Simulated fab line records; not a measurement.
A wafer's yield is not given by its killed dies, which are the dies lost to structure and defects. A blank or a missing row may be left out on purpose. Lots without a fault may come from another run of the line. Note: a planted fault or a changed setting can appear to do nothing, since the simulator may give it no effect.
Which tool is to blame? -- flow gf180mcu -- Sampling: 6 lots, 18 wafers, 3 of 602 route steps

WHAT THE GAUGES READ, wafer by wafer
GF_PASSIVATION_THK_MEAS_03.
lot,measured,on,PASSIVATION_CVD_02_THK (nm)
L730,day 28 08:56,film-metro-01,706 710 708
L732,day 29 01:35,film-metro-04,685 692 701
L736,day 30 06:14,film-metro-02,684 689 700
L741,day 31 17:56,film-metro-04,701 698 703
L749,day 33 11:47,film-metro-02,583 577 603
L751,day 34 01:44,film-metro-01,577 585 598

TOOL THAT RAN EACH LOT (tool first, then ch and the chambers of the sampled wafers, then the start)
lot,GF_V4_ETCH_17,GF_PASSIVATION_CVD_02
L730,"rie-diel-01 ch 0,1,2, day 28 07:37 or earlier","pecvd-04 ch 0,1,2, day 28 08:38"
L732,"rie-diel-03 ch 2,3, day 29 00:03 or earlier","pecvd-04 ch 1,2, day 29 01:17"
L736,"rie-diel-04 ch 0,3, day 30 04:56 or earlier","pecvd-04 ch 0,1,2, day 30 05:57"
L741,"rie-diel-04 ch 1,2, day 31 16:38 or earlier","pecvd-03 ch 0,1,2, day 31 17:39"
L749,"rie-diel-01 ch 1,2,3, day 33 10:29 or earlier","pecvd-04 ch 1,2, day 33 11:30"
L751,"rie-diel-04 ch 0,2, day 34 00:24 or earlier","pecvd-04 ch 0,1, day 34 01:26"
- GF_V4_ETCH_17: etches SiO2 in C4F8/O2/Ar, stops on TiN, target depth 630 nm.
- GF_PASSIVATION_CVD_02: deposits Si3N4, target thk 700 nm, time 486.18 s.

THE ANSWER, worked out from the rows above alone
Rule: usual is defined by the lots themselves. The widest of any qualifying gaps counts: lots, ordered by their means at a reading, are off when they make up no more than a third of the lots, leave a main group of 4 or more, and stand apart from it by 3 or more times the standard deviation of that group's means. The tables above print the reading to a certain number of digits; a main group whose means all agree to those digits is not used. Also off: a lot with no number at a reading for which 4 or more lots have one. Any other lot the step has rows for is counted as sound.
Off: at GF_PASSIVATION_THK_MEAS_03 (PASSIVATION_CVD_02_THK), L749, L751. Main group: mean 698 nm, sd 6.8.
A tool fits if, at a process step before that reading, it ran every lot that is off, and no sound lot after the first of them. Those tools and the gauges at GF_PASSIVATION_THK_MEAS_03 are tried in the same way. Because GF_V4_ETCH_17 lacks a start for some lots, the hours and order of its lots are taken from GF_TOP_METAL_CD_MEAS_14. One fits: pecvd-04 at GF_PASSIVATION_CVD_02. Its last sound lot is L736 (day 30 05:57), its first lot that is off L749 (day 33 11:30): a fault that began between those two fits.

WHAT THE SIMULATOR PUT IN
Site profile drift: pecvd-04, from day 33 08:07 on, at GF_PASSIVATION_CVD_02. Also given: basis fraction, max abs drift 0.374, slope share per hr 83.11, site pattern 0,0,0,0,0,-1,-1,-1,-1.
Lots struck among those shown: L749, L751. This agrees with what the rule above found.
